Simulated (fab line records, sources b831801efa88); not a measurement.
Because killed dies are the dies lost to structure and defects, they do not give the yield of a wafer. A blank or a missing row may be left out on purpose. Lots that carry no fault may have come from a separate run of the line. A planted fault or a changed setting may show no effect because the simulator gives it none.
Chamber matching || flow sky130 || cmp-02 running SKY_LI_CONTACT_CMP_02: 4 sister chambers
The step polishes PSG. 4 wafers are shown with their chamber, then 7 later ones without.

== EACH WAFER AND ITS CHAMBER ==
{"wafer": "L845.5", "chamber": 1, "motor current A (A)": 11.1}
{"wafer": "L848.5", "chamber": 2, "motor current A (A)": 14.2}
{"wafer": "L854.2", "chamber": 3, "motor current A (A)": 13.6}
{"wafer": "L854.3", "chamber": 0, "motor current A (A)": 11.4}

== WAFERS WITHOUT THEIR CHAMBER ==
{"wafer": "L854.6", "motor current A (A)": 11.5}
{"wafer": "L857.1", "motor current A (A)": 10.6}
{"wafer": "L857.3", "motor current A (A)": 11.6}
{"wafer": "L857.6", "motor current A (A)": 11.1}
{"wafer": "L858.1", "motor current A (A)": 13.8}
{"wafer": "L858.5", "motor current A (A)": 14.5}
{"wafer": "L858.6", "motor current A (A)": 11.1}

== WHICH CHAMBER EACH WENT THROUGH ==
{"wafer": "L854.6", "from the rows above": "can't be placed: 0 or 1", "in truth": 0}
{"wafer": "L857.1", "from the rows above": "can't be placed: 1 or 0", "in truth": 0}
{"wafer": "L857.3", "from the rows above": "can't be placed: 0 or 1", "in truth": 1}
{"wafer": "L857.6", "from the rows above": "can't be placed: 1 or 0", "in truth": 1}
{"wafer": "L858.1", "from the rows above": "can't be placed: 3 or 2", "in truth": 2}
{"wafer": "L858.5", "from the rows above": 2, "in truth": 2}
{"wafer": "L858.6", "from the rows above": "can't be placed: 1 or 0", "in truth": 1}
1 of 7 placed correctly. Not placeable from these rows: 6 (in 6, the candidates include the true chamber). Number placed wrongly: 0.
How it was worked out, from the rows above alone: a wafer's distance from a chamber is the root of the sum, over the readings, of the square of ((its reading less the chamber's mean) divided by the reading's scatter). The wafer belongs to the nearest chamber; if the next one is less than 2 further off, it can't be placed. Each chamber's mean is taken over the wafers shown for it. The scatter: root of mean squared gap, hidden wafer to nearest shown wafer, with one shown wafer a chamber.
